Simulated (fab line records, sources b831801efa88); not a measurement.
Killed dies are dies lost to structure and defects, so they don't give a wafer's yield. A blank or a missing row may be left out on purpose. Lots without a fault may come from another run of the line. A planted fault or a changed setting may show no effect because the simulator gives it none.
One fault seen from 2 desks | flow sfq_line | each desk has only its own numbers; what lay behind them comes last

THE METROLOGY DESK
What the gauges read, lot by lot, whatever tool the lot ran on: means of the sampled wafers that have a number. A lot is out of limits, marked OUT, if its mean lies more than 4 standard deviations from the usual mean; the brackets give that distance.
Columns: A = I2_OVL at SFQ_I2_OVL_MEAS_918, usual 1 nm; B = I3_OVL at SFQ_I3_OVL_MEAS_923, usual 3 nm; C = J5_OVL at SFQ_JJ_OVL_MEAS_931, usual -2 nm
lot  | first seen here | A  | B  | C
L905 | day 32 21:03    | 9  | 1  | -4
L906 | day 32 22:15    | 8  | 1  | -0
L907 | day 33 03:03    | 8  | 6  | -9
L910 | day 35 12:41    | -4 | 11 | -2
L911 | day 35 15:05    | -1 | 2  | -7
L912 | day 35 23:29    | 1  | 5  | -1
L913 | day 36 15:28    | 20 | -4 | -7
L914 | day 42 15:10    | -2 | 3  | -3
L918 | day 44 05:25    | 5  | 1  | 2
L919 | day 44 17:25    | -3 | 9  | 6
L920 | day 45 12:37    | 1  | -7 | -9
L922 | day 45 16:12    | -5 | 6  | -3
L924 | day 46 03:00    | 7  | 2  | -0
L925 | day 46 23:25    | 2  | -3 | 1
L927 | day 47 15:00    | -4 | 2  | -4
This desk's finding: nothing out of limits on any of the 15 lots.

THE TOOL OWNER'S DESK: rie_metal-01
The tool's own readings at SFQ_TRILAYER_M5_BARC_OPEN_METAL_ETCH_161 (etches BARC in O2, target depth 125 nm, time 41.7 s): means of the sampled wafers that have a number, for each lot that ran on this tool. A lot is out of limits, marked OUT, if its mean lies more than 4 standard deviations from the usual mean; the brackets give that distance.
Columns: A = bias_w at SFQ_TRILAYER_M5_BARC_OPEN_METAL_ETCH_161, usual 80.00 W; B = chamber_pressure_mTorr at SFQ_TRILAYER_M5_BARC_OPEN_METAL_ETCH_161, usual 9.999 mTorr; C = drypump_motor_current_A at SFQ_TRILAYER_M5_BARC_OPEN_METAL_ETCH_161, usual 5.7 A; D = oes_product_au at SFQ_TRILAYER_M5_BARC_OPEN_METAL_ETCH_161, usual 0.685 a.u.
lot  | first seen here | A     | B      | C   | D
L905 | day 52 08:37    | 80.21 | 9.998  | 6.0 | 0.686
L907 | day 52 11:01    | 80.08 | 9.992  | 6.0 | 0.687
L922 | day 62 06:47    | 80.19 | 9.995  | 5.6 | 0.688
L924 | day 62 09:11    | 79.95 | 10.009 | 6.0 | 0.684
L925 | day 62 17:43    | 79.80 | 9.997  | 5.6 | 0.684
L927 | day 67 14:19    | 79.79 | 10.002 | 5.6 | 0.682
This desk's finding: nothing out of limits on any of the 6 lots.

PUT TOGETHER
The metrology desk saw nothing out of limits.
The tool owner's desk saw nothing out of limits.

WHAT THE SIMULATOR HAD PUT IN
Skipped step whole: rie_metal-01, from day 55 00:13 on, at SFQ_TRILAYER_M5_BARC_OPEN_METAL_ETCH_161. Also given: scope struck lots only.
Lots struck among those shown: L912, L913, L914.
